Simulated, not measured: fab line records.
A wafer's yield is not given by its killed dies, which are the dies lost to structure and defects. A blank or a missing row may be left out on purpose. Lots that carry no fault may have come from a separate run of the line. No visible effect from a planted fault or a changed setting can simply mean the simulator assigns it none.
A lot that was struck, set against a sound lot | flow sky130 | 14 steps out of a route of 708
Sound: wafers L499.1, L499.3, L499.5. The struck wafers were L509.2, L509.5, L509.6. Last of all comes the cause.
At each step with rows: each side's tool, then ch and its chambers, then its first start. Under that, the readings that differ: sound wafers | struck wafers | difference of the means | sigmas: that difference in standard deviations of wafers without a fault.
alike: readings whose means differ by less than 2 such deviations, and words and numbers that are the same on both sides. not compared: withheld readings, readings that some wafer has no value for, bounds like >300 that may hide the same value, and numbers for which the record gives no deviation and whose values overlap.
The two part at a step that has a row with sigmas, a row that says differs or no value, or rows on one side only. When numbers do not overlap yet have no deviation, they are printed without sigmas and do not part them. Lack of a reading on every wafer of one side parts them only where that side has two or more wafers.

first, 2 steps without rows for these wafers: SKY_VIA3_CLEAN_18 (cleans in IPA, time 180 s); SKY_VIA3_CLEAN_19 (cleans in O3/DIW).
SKY_VIA3_SPUTTER_20: material TiN, target thk 20 nm, time 80 s.
  sound on pvd sputter-02 at day 40 07:19; struck on pvd sputter-02 at day 43 03:50
  alike: throttle valve pct
SKY_VIA3_CVD_21: deposits W, target thk 390 nm, time 117.31 s.
  sound on cvd w-02 ch 0,1, day 40 07:22; struck on cvd w-02 ch 0,1, day 43 03:54
  alike: chamber pressure Torr, heater power outer w, heater power w
SKY_VIA3_RS_MEAS_22: measures by four-point-probe.
  sound on film metro-02 at day 40 07:30; struck on film metro-01 at day 43 04:02
  alike: VIA3_W_RS
SKY_VIA3_THK_MEAS_23: measures by xrf.
  sound on film metro-02 at day 40 07:37; struck on film metro-01 at day 43 04:09
  alike: VIA3_W_THK
then, 3 steps without rows for these wafers: SKY_VIA3_CMP_24 (polishes, stops on SiO2, t overpolish 20 s, target thk 0 nm); SKY_METAL4_SPUTTER_00 (material Ti, target thk 15 nm, time 10 s); SKY_METAL4_SPUTTER_01 (material TiN, target thk 20 nm, time 16.7 s).
SKY_METAL4_SPUTTER_02: material AlCu, target thk 735 nm, time 39.1 s.
  sound on pvd sputter-03 at day 40 08:01; struck on pvd sputter-03 at day 43 04:33
  alike: throttle valve pct
SKY_METAL4_SPUTTER_03: material Ti, target thk 5 nm, time 3.3 s.
  sound on pvd sputter-03 at day 40 08:04; struck on pvd sputter-03 at day 43 04:35
  alike: throttle valve pct
then, 1 step without rows for these wafers: SKY_METAL4_SPUTTER_04 (material TiN, target thk 70 nm, time 58.3 s).
SKY_CAP2M_CVD_00: deposits SiO2, target thk 15.5 nm.
  sound on pecvd-03 ch 0,1, day 40 08:08; struck on pecvd-03 ch 0,2, day 43 04:40
  no value came back on the struck wafers for heater power outer w (W), heater power w (W); on the sound wafers heater power outer w (W) reads 397 542 408
SKY_CAP2M_SPUTTER_02: material TiN, target thk 200 nm, time 166.7 s.
  sound on pvd sputter-01 at day 40 08:13; struck on pvd sputter-04 at day 43 04:44
  alike: throttle valve pct

## WHERE THEY PART
Only at SKY_CAP2M_CVD_00, within this record. Later steps at which nothing parts them and some readings are alike: SKY_CAP2M_SPUTTER_02.

WHY: whatever the simulator had introduced
Skipped step whole: pecvd-03, from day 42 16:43 on, at SKY_CAP2M_CVD_00. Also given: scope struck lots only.
